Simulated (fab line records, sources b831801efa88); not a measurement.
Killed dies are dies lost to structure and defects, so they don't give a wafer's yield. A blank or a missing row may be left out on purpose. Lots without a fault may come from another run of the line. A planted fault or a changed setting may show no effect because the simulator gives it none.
fab line records | flow sky130
record lots=6 wafers=18 last_day=49
route steps=708 shown VIA4@658 METAL5@661 PAD_OPEN@708
lots that met no fault: from a run of the same line without faults
start_h: hours from the record's first day to the start of the lot's first wafer shown | wait_h: hours since the lot's step before | " the same as in the row above | L1.1+2: a row that stands for several wafers | - no value, or no start given | * or withheld: withheld | < > ~ a bound
route shown NAME@n: a module of which the file shows steps, and the number in the route of the first | usual: mean/standard deviation of fault-free wafers | same: alike in all rows | chamber/n: place in a boat | sites: the reading at each site | _std_site: their standard deviation | _edge_site: outer sites' mean less inner sites' | radius_mm: how far each site lies from the wafer's centre | mask NAME#n: copy n | behind: the tool/chamber that last shaped the wafer | hold: why the lot was held/for how many hours/how that ended | device: the transistor (n, p or np) that didn't switch | end of line: the same wafers' tests at the end of the route | a step without rows: its recipe alone | killed: dies lost to structure and defects at the first sort, not the wafer's yield | map: a wafer's dies, x killed, . not, _ none there
set.NAME: the setting as run; set.NAME@STEP: as run at that earlier step | model.NAME: the simulator's own value behind a step, which no gauge read
lots at some steps of the route; a table a step, a row a wafer
services: from which hour (start_h, from the record's first day; less than 0 if before it) a tool's chamber was out of use, for how many hours, and why
## steps
# step SKY_VIA4_RS_MEAS_19
# recipe thk_meas_gauge=four-point-probe reads=W_of_VIA4_CVD_18+TiN_of_VIA4_SPUTTER_17
# usual VIA4_W_RS=0.228/0.0031
# columns lot.wafer tool chamber start_h wait_h VIA4_W_RS[ohm/sq]
L356.1 film_metro-01 - 1026.45 0.1 0.229
L356.2 " - " " 0.226
L356.3 " - " " 0.228
L358.1 film_metro-03 - 1035.47 0.1 0.225
L358.2 " - " " 0.230
L358.5 " - " " 0.227
L363.1 film_metro-03 - 1065.50 0.1 0.233
L363.3 " - " " 0.226
L363.5 " - " " 0.224
L365.1 film_metro-01 - 1084.07 0.1 0.227
L365.2 " - " " 0.232
L365.6 " - " " 0.231
L370.2 film_metro-03 - 1115.90 0.1 0.226
L370.4 " - " " 0.226
L370.6 " - " " 0.223
L371.1 film_metro-01 - 1131.13 0.1 0.225
L371.2 " - " " 0.235
L371.3 " - " " 0.225
# step SKY_VIA4_THK_MEAS_20
# recipe thk_meas_gauge=xrf reads=W_of_VIA4_CVD_18
# usual VIA4_W_THK=494/7.3
# columns lot.wafer tool chamber start_h wait_h VIA4_W_THK[nm]
L356.1 film_metro-01 - 1026.57 0.1 490
L356.2 " - " " 494
L356.3 " - " " 490
L358.1 film_metro-03 - 1035.59 0.1 499
L358.2 " - " " 488
L358.5 " - " " 492
L363.1 film_metro-03 - 1065.62 0.1 486
L363.3 " - " " 501
L363.5 " - " " 506
L365.1 film_metro-01 - 1084.19 0.1 501
L365.2 " - " " 489
L365.6 " - " " 491
L370.2 film_metro-03 - 1116.01 0.1 493
L370.4 " - " " 494
L370.6 " - " " 502
L371.1 film_metro-01 - 1131.25 0.1 506
L371.2 " - " " 483
L371.3 " - " " 505
# step SKY_VIA4_CMP_21
# recipe stop_on=SiO2 t_overpolish_s=25 down_force_psi=3.5 platen_rpm=60 target_thk_nm=0 pad_velocity_m_s=0.94248
# usual motor_current_A=11.1/0.99 overpolish_run_s=24.999/0.0091 time_to_endpoint_s=119/3.4
# columns lot.wafer tool chamber start_h wait_h motor_current_A overpolish_run_s time_to_endpoint_s
L356.3 cmp-01 1 1026.68 0.1 10.5 24.999 116
L356.1 " 2 " " 11.6 25.011 116
L356.2 " 3 " " 10.4 25.000 116
L358.1 cmp-02 2 1035.65 0.1 9.6 25.007 124
L358.2 " 0 " " 12.8 24.983 119
L358.5 " 2 " " 9.8 24.995 122
L363.3 cmp-01 2 1065.68 0.0 12.5 25.013 123
L363.1 " 1 " " 11.2 25.002 118
L363.5 " 3 " " 10.2 24.995 123
L365.1 cmp-02 2 1084.54 0.3 9.6 24.993 122
L365.2 " 0 " " 12.6 24.998 119
L365.6 " 3 " " 10.0 24.985 115
L370.4 cmp-02 3 1116.06 0.0 10.1 25.000 117
L370.2 " 2 " " 10.5 24.996 122
L370.6 " 3 " " 10.3 24.999 118
L371.2 cmp-01 2 1131.31 0.0 12.0 25.001 114
L371.3 " 0 " " 11.0 25.005 121
L371.1 " 1 " " 11.3 25.001 123
# step SKY_METAL5_SPUTTER_00
# recipe material=Ti target_thk_nm=15 power_w=3000 time_s=10 chamber_pressure_pa=0.4
# usual throttle_valve_pct=30.5/1
# same time_s=10
# columns lot.wafer tool chamber start_h wait_h throttle_valve_pct
L356.1 pvd_sputter-01 - 1026.93 0.1 29.8
L356.2 " - " " 30.7
L356.3 " - " " 29.5
L358.1 pvd_sputter-03 - 1035.95 0.2 30.4
L358.2 " - " " 30.6
L358.5 " - " " 30.1
L363.1 pvd_sputter-01 - 1065.98 0.1 29.1
L363.3 " - " " 29.4
L363.5 " - " " 30.8
L365.1 pvd_sputter-03 - 1084.84 0.2 30.3
L365.2 " - " " 30.3
L365.6 " - " " 30.7
L370.2 pvd_sputter-03 - 1116.36 0.1 30.7
L370.4 " - " " 31.4
L370.6 " - " " 29.4
L371.1 pvd_sputter-01 - 1131.61 0.1 29.6
L371.2 " - " " 28.8
L371.3 " - " " 29.5
# step SKY_METAL5_SPUTTER_01
# recipe material=TiN target_thk_nm=20 power_w=6500 time_s=16.7 chamber_pressure_pa=0.4
# usual throttle_valve_pct=30.5/1
# same time_s=16.7
# columns lot.wafer tool chamber start_h wait_h throttle_valve_pct
L356.1 pvd_sputter-01 - 1026.95 0.0 29.6
L356.2 " - " " 30.6
L356.3 " - " " 29.3
L358.1 pvd_sputter-03 - 1035.97 0.0 30.4
L358.2 " - " " 30.5
L358.5 " - " " 30.5
L363.1 pvd_sputter-01 - 1066.00 0.0 29.0
L363.3 " - " " 29.5
L363.5 " - " " 30.8
L365.1 pvd_sputter-03 - 1084.86 0.0 30.3
L365.2 " - " " 30.5
L365.6 " - " " 30.4
L370.2 pvd_sputter-03 - 1116.38 0.0 30.6
L370.4 " - " " 31.3
L370.6 " - " " 29.6
L371.1 pvd_sputter-01 - 1131.63 0.0 29.7
L371.2 " - " " 28.9
L371.3 " - " " 29.6
# step SKY_METAL5_SPUTTER_02
# recipe material=AlCu target_thk_nm=1150 power_w=10600 time_s=61.2 chamber_pressure_pa=0.4
# usual throttle_valve_pct=30.5/1
# same time_s=61.2
# columns lot.wafer tool chamber start_h wait_h throttle_valve_pct
L356.1 pvd_sputter-01 - 1026.98 0.0 29.8
L356.2 " - " " 30.8
L356.3 " - " " 29.7
L358.1 pvd_sputter-03 - 1035.99 0.0 30.7
L358.2 " - " " 30.4
L358.5 " - " " 30.2
L363.1 pvd_sputter-01 - 1066.03 0.0 28.8
L363.3 " - " " 29.2
L363.5 " - " " 30.9
L365.1 pvd_sputter-03 - 1084.89 0.0 30.2
L365.2 " - " " 30.5
L365.6 " - " " 30.5
L370.2 pvd_sputter-03 - 1116.41 0.0 30.6
L370.4 " - " " 31.5
L370.6 " - " " 29.3
L371.1 pvd_sputter-01 - 1131.66 0.0 29.8
L371.2 " - " " 29.0
L371.3 " - " " 29.4
# step SKY_METAL5_SPUTTER_03
# recipe material=Ti target_thk_nm=5 power_w=3000 time_s=3.3 chamber_pressure_pa=0.4
# step SKY_METAL5_SPUTTER_04
# recipe material=TiN target_thk_nm=70 power_w=6500 time_s=58.3 chamber_pressure_pa=0.4
# usual throttle_valve_pct=30.5/1
# same time_s=58.3
# columns lot.wafer tool chamber start_h wait_h throttle_valve_pct
L356.1 pvd_sputter-01 - 1027.05 0.0 29.8
L356.2 " - " " 30.9
L356.3 " - " " 29.3
L358.1 pvd_sputter-03 - 1036.06 0.0 30.3
L358.2 " - " " 30.4
L358.5 " - " " 30.3
L363.1 pvd_sputter-01 - 1066.11 0.0 29.0
L363.3 " - " " 29.7
L363.5 " - " " 31.0
L365.1 pvd_sputter-03 - 1084.96 0.0 30.4
L365.2 " - " " 30.8
L365.6 " - " " 30.6
L370.2 pvd_sputter-03 - 1116.48 0.0 30.7
L370.4 " - " " 31.6
L370.6 " - " " 29.7
L371.1 pvd_sputter-01 - 1131.73 0.0 29.7
L371.2 " - " " 28.9
L371.3 " - " " 29.5
# step SKY_METAL5_RS_MEAS_05
# recipe thk_meas_gauge=four-point-probe reads=TiN_of_METAL5_SPUTTER_04+Ti_of_METAL5_SPUTTER_03+AlCu_of_METAL5_SPUTTER_02+TiN_of_METAL5_SPUTTER_01+Ti_of_METAL5_SPUTTER_00
# usual METAL5_ALCU_RS=0.02705/0.00029
# columns lot.wafer tool chamber start_h wait_h METAL5_ALCU_RS[ohm/sq]
L356.1 film_metro-04 - 1027.10 0.0 0.02711
L356.2 " - " " 0.0272
L356.3 " - " " 0.02713
L358.1 film_metro-02 - 1036.11 0.0 0.02723
L358.2 " - " " 0.02715
L358.5 " - " " 0.02735
L363.1 film_metro-02 - 1066.16 0.0 0.02682
L363.3 " - " " 0.02662
L363.5 " - " " 0.02684
L365.1 film_metro-03 - 1085.01 0.0 0.02702
L365.2 " - " " 0.02701
L365.6 " - " " 0.02682
L370.2 film_metro-02 - 1116.55 0.0 0.02733
L370.4 " - " " 0.02729
L370.6 " - " " 0.02713
L371.1 film_metro-03 - 1131.78 0.0 0.0267
L371.2 " - " " 0.02704
L371.3 " - " " 0.02678
# step SKY_METAL5_THK_MEAS_06
# recipe thk_meas_gauge=xrf reads=AlCu_of_METAL5_SPUTTER_02
# usual METAL5_ALCU_THK=1141/13
# columns lot.wafer tool chamber start_h wait_h METAL5_ALCU_THK[nm]
L356.1 film_metro-04 - 1027.22 0.1 1140
L356.2 " - " " 1134
L356.3 " - " " 1150
L358.1 film_metro-02 - 1036.23 0.1 1133
L358.2 " - " " 1140
L358.5 " - " " 1130
L363.1 film_metro-02 - 1066.28 0.1 1155
L363.3 " - " " 1166
L363.5 " - " " 1148
L365.1 film_metro-03 - 1085.13 0.1 1142
L365.2 " - " " 1142
L365.6 " - " " 1143
L370.2 film_metro-02 - 1116.66 0.1 1144
L370.4 " - " " 1138
L370.6 " - " " 1150
L371.1 film_metro-03 - 1131.90 0.1 1157
L371.2 " - " " 1144
L371.3 " - " " 1151
# step SKY_METAL5_DEHYDRATE_07
# recipe temp_c=200 time_s=60
# step SKY_METAL5_HMDS_08
# recipe prime_time_s=60 prime_temp_c=120
# step SKY_METAL5_COAT_09
# recipe resist=NOVOLAK spin_rpm=3000 resist_thk_nm=1800
# columns lot.wafer tool chamber start_h wait_h model.NOVOLAK_of_METAL5_COAT_09.thk_nm
L356.1 litho_track-03 0 1037.72 0.1 1801
L356.2 " 0 " " 1799
L356.3 " 0 " " 1802
L358.1 litho_track-03 0 1047.02 0.1 1801
L358.2 " 0 " " 1800
L358.5 " 0 " " 1802
L363.1 litho_track-03 0 1075.57 0.1 1927
L363.3 " 0 " " 1925
L363.5 " 0 " " 1924
L365.1 litho_track-03 0 1095.12 0.1 1934
L365.2 " 0 " " 1933
L365.6 " 0 " " 1930
L370.2 litho_track-02 0 1126.27 0.1 1806
L370.4 " 0 " " 1803
L370.6 " 0 " " 1804
L371.1 litho_track-01 0 1140.92 0.1 1804
L371.2 " 0 " " 1807
L371.3 " 0 " " 1803
# step SKY_METAL5_SOFTBAKE_10
# recipe temp_c=90 time_s=60 resist=NOVOLAK
# step SKY_METAL5_EXPOSE_11
# recipe mask_id=MM5 na=0.6 source_shape=conventional sigma_outer=0.6 polarization=unpolarized target_cd_nm=1600 dose_mj=190
# step SKY_METAL5_PEB_12
# recipe temp_c=withheld time_s=* resist=NOVOLAK
# step SKY_METAL5_DEVELOP_13
# recipe resist=NOVOLAK developer=TMAH develop_time_s=60 dev_temp_c=23
# step SKY_METAL5_DESCUM_14
# recipe chemistry=O2 source_power_w=150 bias_power_w=0 pressure_mtorr=10 temp_c=40 time_s=11
# usual drypump_motor_current_A=5.8/0.37 oes_product_au=0.999/0.01 rf_fwd_power_W=147.1/0.89
# same time_s=11
# columns lot.wafer tool chamber start_h wait_h drypump_motor_current_A oes_product_au rf_fwd_power_W rf_hours_counter_h model.METAL5.cd_nm
L356.1 rie_metal-01 1 1048.77 0.1 5.3 1.006 146.3 17 1603
L356.2 " 0 " " 6.4 0.980 148.2 17 1603
L356.3 " 0 " " 6.4 0.996 147.7 - 1603
L358.1 rie_metal-04 1 1058.37 0.1 6.0 0.984 148.2 19 1598
L358.2 " 0 " " 5.7 1.000 146.9 22 1597
L358.5 " 0 " " 5.7 0.994 145.7 - 1599
L363.1 rie_metal-04 0 1086.27 0.1 5.7 0.988 146.2 24 1608
L363.3 " 1 " " 6.0 0.985 148.1 - 1607
L363.5 " 1 " " 6.0 0.979 148.7 - 1605
L365.1 rie_metal-02 1 1105.52 0.1 5.7 1.003 145.4 17 1612
L365.2 " 0 " " 5.5 1.010 148.5 12 1611
L365.6 " 1 " " 5.7 1.010 145.6 - 1609
L370.2 rie_metal-02 1 1135.55 0.1 5.8 1.004 145.6 19 1596
L370.4 " 0 " " 5.6 1.001 148.4 - 1597
L370.6 " 1 " " 5.8 1.009 145.9 - 1598
L371.1 rie_metal-01 1 1150.32 0.1 5.3 0.994 146.8 24 -
L371.2 " 0 " " 6.4 0.998 147.8 24 1600
L371.3 " 0 " " 6.4 0.996 147.6 - 1600
# step SKY_METAL5_METAL_ETCH_15
# recipe target_depth_a=12600 stop_on=SiO2 over_etch_frac=0.2 time_s=252 chemistry=Cl2/BCl3 resist_sidewall_deg=86 pressure_mtorr=10 icp_w=900 bias_w=48.5 Cl2_flow_sccm=60 bcl3_flow_sccm=30
# usual drypump_motor_current_A=5.8/0.37 oes_product_au=0.894/0.005 rf_fwd_power_W=897.3/2.6 throttle_valve_pct=22.264/0.0088
# same time_s=252
# columns lot.wafer tool chamber start_h wait_h drypump_motor_current_A oes_product_au rf_fwd_power_W rf_hours_counter_h throttle_valve_pct model.NOVOLAK_of_METAL5_COAT_09.thk_nm model.METAL5.cd_nm
L356.1 rie_metal-01 1 1048.80 0.0 5.3 0.892 895.7 17 22.275 1025 1601
L356.2 " 0 " " 6.4 0.896 900.1 17 22.263 1040 1607
L356.3 " 0 " " 6.4 0.895 899.1 - 22.269 1035 1601
L358.1 rie_metal-04 1 1058.40 0.0 6.0 0.891 900.8 19 22.257 1048 1598
L358.2 " 0 " " 5.7 0.881 893.6 22 22.252 1045 1603
L358.5 " 0 " " 5.7 0.899 898.8 - 22.257 1047 1602
L363.1 rie_metal-04 0 1086.31 0.0 5.7 0.888 899.0 24 22.266 1173 1612
L363.3 " 1 " " 6.0 0.894 894.8 - 22.260 1183 1610
L363.5 " 1 " " 6.0 0.897 895.2 - 22.250 1190 1609
L365.1 rie_metal-02 1 1105.55 0.0 5.7 0.896 895.2 17 22.264 1156 1613
L365.2 " 0 " " 5.6 0.896 893.5 12 22.263 1158 1607
L365.6 " 1 " " 5.7 0.892 897.2 - 22.262 1160 1610
L370.2 rie_metal-02 1 1135.58 0.0 5.7 0.903 898.0 19 22.273 1031 1606
L370.4 " 0 " " 5.6 0.895 896.6 - 22.266 1038 1599
L370.6 " 1 " " 5.7 0.899 891.1 - 22.270 1038 1605
L371.1 rie_metal-01 1 1150.36 0.0 5.3 0.895 895.7 24 22.276 1031 1594
L371.2 " 0 " " 6.4 0.898 898.3 24 22.281 1048 1600
L371.3 " 0 " " 6.4 0.892 896.0 - 22.267 1042 1602
# step SKY_METAL5_STRIP_16
# recipe chemistry=O2/N2 power_w=1400 pressure_mtorr=1500 platen_temp_c=withheld o2_flow_sccm=3000 n2_flow_sccm=300 overash_fraction=0.5
# usual drypump_motor_current_A=5.8/0.52 n2_flow_sccm=300.0/0.83 o2_flow_sccm=3000/10 oes_product_au=0.711/0.0048 strip_time_to_endpoint_s=13.10/0.13
# columns lot.wafer tool chamber start_h wait_h drypump_motor_current_A n2_flow_sccm o2_flow_sccm oes_product_au rf_hours_counter_h strip_time_to_endpoint_s
L356.1 plasma_asher-03 0 1049.04 0.2 5.0 300.1 2999 0.708 127 12.95
L356.2 " 1 " " 5.8 299.0 2989 0.713 127 13.12
L356.3 " 0 " " 5.0 301.1 3010 0.704 - 13.07
L358.1 plasma_asher-02 0 1058.64 0.2 6.4 300.2 2990 0.713 68 13.23
L358.2 " 1 " " 6.3 299.7 3011 0.720 68 13.19
L358.5 " 1 " " 6.3 298.6 2993 0.714 - 13.23
L363.1 plasma_asher-03 0 1086.54 0.2 5.0 297.9 3003 0.711 2 14.64
L363.3 " 0 " " 5.0 300.7 3015 0.707 - 14.74
L363.5 " 1 " " 5.8 299.0 3008 0.707 - 14.84
L365.1 plasma_asher-03 0 1105.79 0.2 5.0 301.4 2990 0.710 4 14.45
L365.2 " 1 " " 5.9 299.4 2976 0.720 4 14.45
L365.6 " 0 " " 5.0 299.5 2992 0.713 - 14.50
L370.2 plasma_asher-02 1 1135.82 0.2 6.3 300.6 2998 0.707 76 13.04
L370.4 " 1 " " 6.3 300.8 3010 0.714 - 13.12
L370.6 " 1 " " 6.3 300.4 2990 0.718 - 13.12
L371.1 plasma_asher-01 0 1150.68 0.2 6.1 300.3 3002 0.722 42 13.03
L371.2 " 1 " " 5.4 299.2 2998 0.711 42 13.24
L371.3 " 1 " " 5.4 299.5 2987 0.713 - 13.16
# step SKY_METAL5_STRIP_17
# recipe chemistry=post_etch_residue_remover time_s=1200 temp_c=72.5
# step SKY_PAD_OPEN_PROBE_99
# usual defect_limited_yield=82.4/2.1 killed_at_M0_to_M3=43/7.4 killed_at_M4_up=3.1/1.9 killed_at_contacts=25/5.4 killed_at_front_end=15/4.3 killed_at_other=0.3/0.54 killed_dies=86/10 killed_on_rim=17/4 killed_open=46/7.4 killed_short=40/7 sort_bin_3_pad_short=0.9/0.39 sort_bin_5_function=10.3/1.6 sort_bin_6_memory=6.4/1.1 sort_n_pass=406/10 sort_yield_pct=82.4/2.1
# same gross_dies=492 killed_at_back_side=0 sort_bin_4_leakage[%]=0 sort_bin_8_speed[%]=0
# columns lot.wafer tool chamber start_h wait_h defect_limited_yield[%] killed_at_M0_to_M3 killed_at_M4_up killed_at_contacts killed_at_front_end killed_at_other killed_dies killed_on_rim killed_open killed_short sort_bin_3_pad_short[%] sort_bin_5_function[%] sort_bin_6_memory[%] sort_n_pass sort_yield_pct[%] model.etest.met5.width_nm
L356.1 prober-01 - 1094.47 0.1 79.3 47 9 23 22 1 102 19 50 52 1.0 11.2 8.5 390 79.3 1605
L356.2 prober-01 - 1094.52 0.1 81.7 40 3 37 10 0 90 18 51 39 1.8 10.6 5.9 402 81.7 1611
L356.3 prober-01 - 1094.57 0.2 81.5 49 1 21 20 0 91 19 50 40 1.0 10.8 6.7 401 81.5 1597
L358.1 prober-01 - 1104.26 0.1 80.1 47 4 31 16 0 98 19 57 40 0.8 11.0 8.1 394 80.1 1598
L358.2 prober-01 - 1104.31 0.1 79.9 56 2 28 13 0 99 17 60 39 1.2 12.0 6.9 393 79.9 1605
L358.5 prober-01 - 1104.46 0.2 80.1 50 5 29 14 0 98 16 62 34 0.8 11.4 7.7 394 80.1 1603
L363.1 prober-02 - 1130.58 0.1 84.8 33 5 19 17 1 75 17 38 37 1.4 8.1 5.7 417 84.8 1612
L363.3 prober-02 - 1130.68 0.2 79.9 53 2 31 13 0 99 15 62 37 1.2 13.2 5.7 393 79.9 1610
L363.5 prober-02 - 1130.78 0.2 82.9 55 0 21 8 0 84 25 40 44 0.4 10.4 6.3 408 82.9 1610
L365.1 prober-02 - 1148.13 0.1 84.1 33 4 27 14 0 78 9 42 36 0.2 10.2 5.5 414 84.1 1615
L365.2 prober-02 - 1148.18 0.1 84.1 35 1 27 14 1 78 8 42 36 1.4 9.8 4.7 414 84.1 1605
L365.6 prober-02 - 1148.38 0.2 81.5 43 3 26 19 0 91 17 48 42 1.0 9.8 7.7 401 81.5 1608
L370.2 prober-01 - 1175.61 0.1 83.3 36 7 19 20 0 82 19 46 34 0.4 11.0 5.3 410 83.3 1605
L370.4 prober-01 - 1175.71 0.2 81.1 43 5 28 17 0 93 20 55 38 0.8 10.8 7.3 399 81.1 1599
L370.6 prober-01 - 1175.81 0.2 85.8 36 3 13 16 2 70 13 37 32 0.8 8.3 5.1 422 85.8 1607
L371.1 prober-02 - 1187.52 0.1 83.3 37 3 27 15 0 82 14 58 24 1.0 8.9 6.7 410 83.3 1595
L371.2 prober-02 - 1187.57 0.1 78.3 48 3 30 26 0 107 16 56 50 1.8 12.2 7.7 385 78.3 1601
L371.3 prober-02 - 1187.62 0.2 78.3 46 1 37 22 1 107 23 64 43 0.6 15.9 5.3 385 78.3 1600
# killed by level:class
L356.1 VIA3:geometric_particle:open=11 METAL4:geometric_particle:short=8 POLY_GATE:geometric_particle:open=7 LI_CONTACT:geometric_particle:short=7 LI_CONTACT:geometric_particle:open=7 VIA1:geometric_particle:short=6 VIA3:geometric_particle:short=6 VIA1:geometric_particle:open=6
L356.2 LI_CONTACT:geometric_particle:open=12 METAL2:geometric_particle:short=8 CONTACT:geometric_particle:open=8 VIA1:geometric_particle:open=8 CONTACT:geometric_particle:short=7 VIA3:geometric_particle:open=7 LOCAL_INTERCONNECT:geometric_particle:short=5 VIA2:geometric_particle:open=5
L356.3 LI_CONTACT:geometric_particle:open=11 METAL2:geometric_particle:short=9 VIA1:geometric_particle:open=8 CONTACT:geometric_particle:open=7 VIA2:geometric_particle:open=7 VIA3:geometric_particle:short=6 POLY_GATE:geometric_particle:open=5 METAL1:geometric_particle:short=5
L358.1 VIA3:geometric_particle:open=14 VIA1:geometric_particle:open=9 CONTACT:geometric_particle:short=9 CONTACT:geometric_particle:open=9 VIA2:geometric_particle:open=8 FIELD_ISO:geometric_particle:open=7 LI_CONTACT:geometric_particle:open=5 FIELD_ISO:geometric_particle:short=4
L358.2 CONTACT:geometric_particle:open=12 LI_CONTACT:geometric_particle:open=10 VIA3:geometric_particle:open=9 VIA2:geometric_particle:open=9 METAL3:geometric_particle:short=9 METAL1:geometric_particle:short=7 VIA1:geometric_particle:open=7 POLY_GATE:geometric_particle:open=6
L358.5 CONTACT:geometric_particle:open=14 VIA1:geometric_particle:open=13 VIA3:geometric_particle:open=9 LI_CONTACT:geometric_particle:open=7 VIA2:geometric_particle:open=6 FIELD_ISO:geometric_particle:open=5 LOCAL_INTERCONNECT:geometric_particle:short=4 METAL1:geometric_particle:short=4
L363.1 VIA1:geometric_particle:open=9 CONTACT:geometric_particle:short=7 FIELD_ISO:geometric_particle:open=6 CONTACT:geometric_particle:open=6 METAL4:geometric_particle:short=5 POLY_GATE:geometric_particle:short=4 VIA2:geometric_particle:open=4 VIA3:geometric_particle:short=4
L363.3 VIA1:geometric_particle:open=13 VIA2:geometric_particle:open=11 CONTACT:geometric_particle:open=10 LI_CONTACT:geometric_particle:open=9 VIA1:geometric_particle:short=8 METAL2:geometric_particle:short=5 VIA3:geometric_particle:open=5 FIELD_ISO:geometric_particle:open=4
L363.5 VIA1:geometric_particle:open=14 CONTACT:geometric_particle:open=10 METAL1:geometric_particle:short=8 VIA1:geometric_particle:short=6 METAL2:geometric_particle:short=5 VIA2:geometric_particle:open=5 METAL3:geometric_particle:short=5 VIA3:geometric_particle:short=5
L365.1 CONTACT:geometric_particle:open=10 LI_CONTACT:geometric_particle:open=9 VIA2:geometric_particle:open=7 POLY_GATE:geometric_particle:open=5 CONTACT:geometric_particle:short=5 VIA1:geometric_particle:open=4 VIA1:geometric_particle:short=4 METAL2:geometric_particle:short=4
L365.2 LI_CONTACT:geometric_particle:open=9 LOCAL_INTERCONNECT:geometric_particle:short=7 METAL1:geometric_particle:short=7 CONTACT:geometric_particle:open=6 VIA3:geometric_particle:open=6 VIA1:geometric_particle:short=5 VIA2:geometric_particle:open=5 FIELD_ISO:geometric_particle:open=4
L365.6 VIA2:geometric_particle:open=10 VIA1:geometric_particle:open=9 LI_CONTACT:geometric_particle:open=8 VIA3:geometric_particle:open=6 LI_CONTACT:geometric_particle:short=5 LOCAL_INTERCONNECT:geometric_particle:short=5 VIA1:geometric_particle:short=5 FIELD_ISO:geometric_particle:short=4
L370.2 VIA1:geometric_particle:open=11 FIELD_ISO:geometric_particle:short=10 VIA2:geometric_particle:open=9 CONTACT:geometric_particle:open=8 CONTACT:geometric_particle:short=5 VIA1:geometric_particle:short=4 LI_CONTACT:geometric_particle:open=4 METAL4:geometric_particle:short=4
L370.4 CONTACT:geometric_particle:open=15 VIA1:geometric_particle:open=13 FIELD_ISO:geometric_particle:short=7 LI_CONTACT:geometric_particle:open=6 VIA3:geometric_particle:open=6 POLY_GATE:geometric_particle:short=4 VIA1:geometric_particle:short=4 VIA2:geometric_particle:open=4
L370.6 VIA1:geometric_particle:open=8 METAL1:geometric_particle:short=6 VIA2:geometric_particle:open=6 CONTACT:geometric_particle:open=5 POLY_GATE:geometric_particle:open=4 LOCAL_INTERCONNECT:geometric_particle:short=4 FIELD_ISO:geometric_particle:open=3 SPACER:geometric_particle:short=3
L371.1 CONTACT:geometric_particle:open=17 VIA1:geometric_particle:open=14 VIA3:geometric_particle:open=6 POLY_GATE:geometric_particle:open=5 VIA1:geometric_particle:short=5 POLY_GATE:geometric_particle:short=4 CONTACT:geometric_particle:short=3 METAL1:geometric_particle:short=3
L371.2 CONTACT:geometric_particle:open=15 VIA1:geometric_particle:open=13 FIELD_ISO:geometric_particle:short=8 VIA1:geometric_particle:short=8 FIELD_ISO:geometric_particle:open=7 CONTACT:geometric_particle:short=6 VIA3:geometric_particle:open=6 POLY_GATE:geometric_particle:short=5
L371.3 VIA1:geometric_particle:open=17 CONTACT:geometric_particle:open=13 CONTACT:geometric_particle:short=10 POLY_GATE:geometric_particle:open=9 FIELD_ISO:geometric_particle:open=6 LOCAL_INTERCONNECT:geometric_particle:short=5 VIA2:geometric_particle:short=4 LI_CONTACT:geometric_particle:open=4
## services
# columns tool chamber start_h hours kind
rie_metal-04 - 1010.92 2.8 pm
pvd_sputter-01 1 1013.12 - consumable_replace:kit
pvd_sputter-01 1 1013.12 18.0 scheduled_down
pvd_sputter-01 1 1013.12 18.0 vent_cycle
plasma_asher-02 - 1027.01 3.2 repair
plasma_asher-01 - 1047.98 6.6 repair
rie_metal-04 - 1051.05 0.1 repair
plasma_asher-03 - 1055.25 9.0 pm
plasma_asher-03 0 1055.25 9.0 vent_cycle
cmp-01 - 1061.40 1.2 repair
rie_metal-02 - 1067.36 1.4 pm
cmp-01 - 1084.13 4.0 pm
pvd_sputter-03 2 1088.26 - consumable_replace:kit
pvd_sputter-03 2 1088.26 18.0 scheduled_down
pvd_sputter-03 2 1088.26 18.0 vent_cycle
pvd_sputter-03 - 1094.46 7.4 repair
cmp-02 - 1096.82 6.7 pm
rie_metal-02 1 1114.84 7.6 repair
pvd_sputter-01 0 1116.14 - consumable_replace:kit
pvd_sputter-01 0 1116.14 18.0 scheduled_down
pvd_sputter-01 0 1116.14 18.0 vent_cycle
pvd_sputter-03 - 1123.37 2.0 repair
cmp-01 - 1148.76 4.0 repair
pvd_sputter-03 - 1150.26 2.9 repair
## key
first_sign step=SKY_METAL5_STRIP_16 reading=strip_time_to_endpoint_s direction=up sigmas=12 usual=* struck=*
effect none on later readings
model_effect step=SKY_METAL5_COAT_09 value=NOVOLAK_of_METAL5_COAT_09.thk_nm without=1797 struck=1929
model_effect step=SKY_METAL5_DESCUM_14 value=METAL5.cd_nm without=1598 struck=1609
model_effect step=SKY_METAL5_METAL_ETCH_15 value=NOVOLAK_of_METAL5_COAT_09.thk_nm without=1038 struck=1170
model_effect step=SKY_PAD_OPEN_PROBE_99 value=etest.met5.width_nm without=1599 struck=1610
met_at SKY_METAL5_COAT_09
struck_wafers L363.1,L363.3,L363.5,L365.1,L365.2,L365.6
onset_between 1047.02 1075.57
also_fits SKY_METAL5_STRIP_16:plasma_asher-03
fault kind=process_parameter_drift tool=litho_track-03 chamber=- onset_h=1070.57 steps=SKY_METAL5_COAT_09 channel=resist_thk_nm offset=131.8 shape=step end_h=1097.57 acts_in=these_recipes_only stated=1800
